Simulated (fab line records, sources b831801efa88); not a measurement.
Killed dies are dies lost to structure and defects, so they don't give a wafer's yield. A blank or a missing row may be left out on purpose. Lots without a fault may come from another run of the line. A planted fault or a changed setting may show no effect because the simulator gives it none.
Which tool did it? | flow gf180mcu | 13 lots, 39 wafers sampled, at 4 steps of a route of 602

WHAT THE GAUGES READ, wafer by wafer
GF_STI_THK_MEAS_30.
lot  | measured    | on            | STI_OXIDATION_02_THK (nm)
L478 | day 2 11:54 | film_metro-04 | 10.08 10.03 10.08
L480 | day 2 23:11 | film_metro-04 | 10.05 9.95 9.95
L481 | day 3 02:53 | film_metro-01 | 9.91 9.97 10.06
L482 | day 3 08:47 | film_metro-04 | 10.32 10.45 10.33
L483 | day 3 15:23 | film_metro-01 | 10.30 10.33 10.43
L484 | day 3 17:38 | film_metro-02 | 9.90 9.67 9.81
L485 | day 3 23:57 | film_metro-01 | 9.92 9.95 9.96
L486 | day 4 05:56 | film_metro-04 | 10.01 10.00 9.99
L488 | day 4 15:34 | film_metro-01 | 10.13 10.07 10.11
L489 | day 4 20:49 | film_metro-01 | 9.91 9.96 9.89
L491 | day 5 07:28 | film_metro-02 | 10.05 10.22 10.22
L496 | day 6 07:37 | film_metro-02 | 11.46 11.42 11.46
L499 | day 6 23:19 | film_metro-02 | 11.56 11.56 11.44

GF_HV_LDD_OVL_MEAS_32.
lot  | measured     | on         | HV_LDD_02_OVL (nm)
L478 | day 11 18:16 | overlay-01 | -0.6 3.2 2.0
L480 | day 12 12:10 | overlay-01 | 0.0 -0.4 -0.6
L481 | day 12 21:01 | overlay-01 | 1.3 0.0 0.5
L482 | day 13 09:28 | overlay-01 | -0.5 -0.8 -1.4
L483 | day 13 13:28 | overlay-01 | -2.3 -0.6 -0.6
L484 | day 13 16:43 | overlay-02 | 3.6 1.7 1.9
L485 | day 14 03:55 | overlay-02 | 1.9 0.9 0.1
L486 | day 14 12:40 | overlay-02 | 0.2 -2.7 -0.3
L488 | day 15 02:22 | overlay-01 | 1.9 -0.6 0.1
L489 | day 15 10:32 | overlay-02 | -0.6 0.8 -0.5
L491 | day 16 01:28 | overlay-01 | -0.2 2.8 2.4
L496 | day 17 16:25 | overlay-01 | -2.0 -2.7 0.5
L499 | day 18 15:15 | overlay-01 | -0.5 -1.4 0.5

GF_HV_LDD_THK_MEAS_55.
lot  | measured     | on            | HV_LDD_CVD_54_THK (nm)
L478 | day 12 16:31 | film_metro-03 | 10.12 10.12 10.15
L480 | day 13 11:47 | film_metro-04 | 9.85 9.88 9.91
L481 | day 13 19:44 | film_metro-04 | 9.91 9.86 9.81
L482 | day 14 07:59 | film_metro-03 | 10.03 9.85 9.84
L483 | day 14 12:04 | film_metro-04 | 10.02 10.05 9.90
L484 | day 14 15:58 | film_metro-04 | 10.28 10.32 10.44
L485 | day 15 04:19 | film_metro-03 | 9.77 9.87 9.84
L486 | day 15 12:20 | film_metro-03 | 9.83 9.89 9.96
L488 | day 16 00:47 | film_metro-03 | 9.92 9.85 9.92
L489 | day 16 11:02 | film_metro-04 | 9.91 9.99 10.04
L491 | day 17 01:14 | film_metro-03 | 10.04 10.05 10.09
L496 | day 18 18:29 | film_metro-04 | 10.02 10.07 9.97
L499 | day 19 17:44 | film_metro-04 | 10.22 10.10 10.16

WHICH TOOL RAN EACH LOT (tool, then ch and the chambers of the sampled wafers, then the start)
lot  | GF_STI_OXIDATION_29
L478 | furnace-01 ch 0, day 2 10:30
L480 | furnace-01 ch 0, day 2 21:47
L481 | furnace-01 ch 0, day 3 01:29
L482 | furnace-02 ch 0, day 3 07:22
L483 | furnace-02 ch 0, day 3 13:59
L484 | furnace-01 ch 0, day 3 16:14
L485 | furnace-01 ch 0, day 3 22:34
L486 | furnace-01 ch 0, day 4 04:31
L488 | furnace-02 ch 0, day 4 14:10
L489 | furnace-02 ch 0, day 4 19:23
L491 | furnace-01 ch 0, day 5 06:03
L496 | furnace-01 ch 0, day 6 06:11
L499 | furnace-01 ch 0, day 6 21:55
- GF_STI_OXIDATION_29: stabilise 600 s, purge 300 s, target thk 10 nm.

WHAT THE TOOLS THEMSELVES READ (means of the sampled wafers that have a number; where no wafer has one, the mark that the record gives instead)
GF_STI_OXIDATION_29.
lot  | tool       | zone_power_centre_pct (%)
L478 | furnace-01 | 22.5
L480 | furnace-01 | 22.4
L481 | furnace-01 | 22.3
L482 | furnace-02 | 20.4
L483 | furnace-02 | 20.6
L484 | furnace-01 | 22.3
L485 | furnace-01 | 22.6
L486 | furnace-01 | 22.4
L488 | furnace-02 | 20.5
L489 | furnace-02 | 20.5
L491 | furnace-01 | 22.4
L496 | furnace-01 | 22.4
L499 | furnace-01 | 22.3

THE ANSWER, worked out from the rows above alone
Rule: what is usual is taken from the lots themselves. Put in order of their means at a reading, lots are off if they are a third of the lots or fewer, leave a main group of 4 or more, and stand apart from it by a gap of 3 or more times the standard deviation of the main group's means; of several such gaps the widest counts. A main group whose means are all the same, to the digits that the tables above print for the reading, isn't used. A lot without any number at a reading at which 4 lots or more have one is off too. The other lots that the step has rows for count as sound. The gauges are gone through in route order, then the tools' own readings, and for those a lot's mean is taken as printed above. The first step at which some lot is off is used, and at that step the reading that is off furthest; a lot without a number counts as furthest.
Off: L496, L499, at GF_STI_THK_MEAS_30 (STI_OXIDATION_02_THK). The main group: mean 10.06 nm, standard deviation 0.17.
A tool fits if, at a process step before that reading, it ran every lot that is off, and no sound lot after the first of them. The gauges at GF_STI_THK_MEAS_30 are tried like those tools. Can't be told from this: 2 tools fit, furnace-01 at GF_STI_OXIDATION_29, film_metro-02 at GF_STI_THK_MEAS_30.

WHAT THE SIMULATOR HAD PUT IN
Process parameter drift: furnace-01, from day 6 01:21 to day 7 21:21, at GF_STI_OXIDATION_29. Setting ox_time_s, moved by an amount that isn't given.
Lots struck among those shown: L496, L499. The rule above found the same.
